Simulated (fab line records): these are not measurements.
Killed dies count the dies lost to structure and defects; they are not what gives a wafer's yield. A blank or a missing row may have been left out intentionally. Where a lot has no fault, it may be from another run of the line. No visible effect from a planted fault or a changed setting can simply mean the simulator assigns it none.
8D (eight disciplines) problem report, filled in by code    flow sky130    the parts of the form that need people (team, actions taken, sign-off) are left out

## 1. WHAT IS WRONG
Across 6 wafers from 2 lots, VT_ADJUST_HVTR_TW at SKY_VT_ADJUST_HVTR_TW_MEAS_11 averages 125.5, while fault-free wafers read 210.5 with a standard deviation of 2. Relative to the usual mean, that is a shift of -43 standard deviations.
Earliest sighting: wafer L520.1 on film_metro-02 at day 16 02:35. The record holds 36 wafers of 12 lots with a number at this step. By rule, "out" or "out of limits" means more than 4 standard deviations away from the usual mean. Any other wafer with a number is counted as sound.

## 2. WHAT IT IS AND WHAT IT IS NOT
question                     is                      is not
which readings at this step  VT_ADJUST_HVTR_TW       -
which lots                   L520, L521              L499, L501, L502, L503, L504, L506, L509, L514, L518, L522
which wafers of those lots   all that have a number  -
read on which gauges         film_metro-02           film_metro-01, film_metro-04
when                         from day 16 02:35       up to then (27 sound wafers); but 3 sound wafers of L522 came after

## 3. SUSPECTS, AND WHAT RULES EACH OUT
Counting: a tool at a process step up to the reading stays a suspect if it ran every lot that is out and no sound lot after the first of them.
- the gauge at SKY_VT_ADJUST_HVTR_TW_MEAS_11: ruled out. All the wafers that are out were read on film_metro-02, but those of them that SKY_VT_ADJUST_HVTR_IMPLANT_09 has rows for are out there too, on other tools.
- implanter-01 at SKY_VT_ADJUST_HVTR_IMPLANT_09: kept. It ran every lot that is out, first L520 (day 16 02:20), and no sound lot after that; its last sound lot up to then is L518 (day 15 12:22). Its own dose_ions_cm2, faraday_current_uA readings are out on those wafers.
Remaining after the count: implanter-01 at SKY_VT_ADJUST_HVTR_IMPLANT_09.

## 4. THE CAUSE (what the simulator had put in)
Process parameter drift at SKY_VT_ADJUST_HVTR_IMPLANT_09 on implanter-01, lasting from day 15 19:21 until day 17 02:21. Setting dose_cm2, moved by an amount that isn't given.
Only this tool survived the counting.

## 5. THE EFFECT CHAIN, in route order
Rows list readings where the struck wafers' mean (over those with a number) sits beyond 3 standard deviations from the usual. Only readings whose record carries a usual standard deviation are examined. hours: median over the lots of the time between each lot's start at the first step of this table that gives one and its start at this step. sigmas: the change, counted in usual standard deviations.
hours  step                           reading             usual       on struck wafers  change       sigmas
0      SKY_VT_ADJUST_HVTR_IMPLANT_09  dose_ions_cm2       2.1003e+12  3.1863e+11        -1.7817e+12  -99 or more
0      SKY_VT_ADJUST_HVTR_IMPLANT_09  faraday_current_uA  11.87       1.78              -10.09       -46
0      SKY_VT_ADJUST_HVTR_TW_MEAS_11  VT_ADJUST_HVTR_TW   210.5       125.5             -85.0        -43
Process steps it contains:
- SKY_VT_ADJUST_HVTR_IMPLANT_09

## 6. HOW IT WOULD HAVE BEEN CAUGHT EARLIER
The first out-of-limits reading at a measuring or inspecting step in this record came at day 16 02:35, 7 hours after the fault's start at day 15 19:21.
The tool's own readings at SKY_VT_ADJUST_HVTR_IMPLANT_09 were out on every struck wafer that the step has a row for (dose_ions_cm2, faraday_current_uA): an alarm limit on them would have fired on the first of those.
Lots out: 2; of these, L521 started SKY_VT_ADJUST_HVTR_IMPLANT_09 on implanter-01 after day 16 02:35. Putting the tool on hold at that point would have spared it.
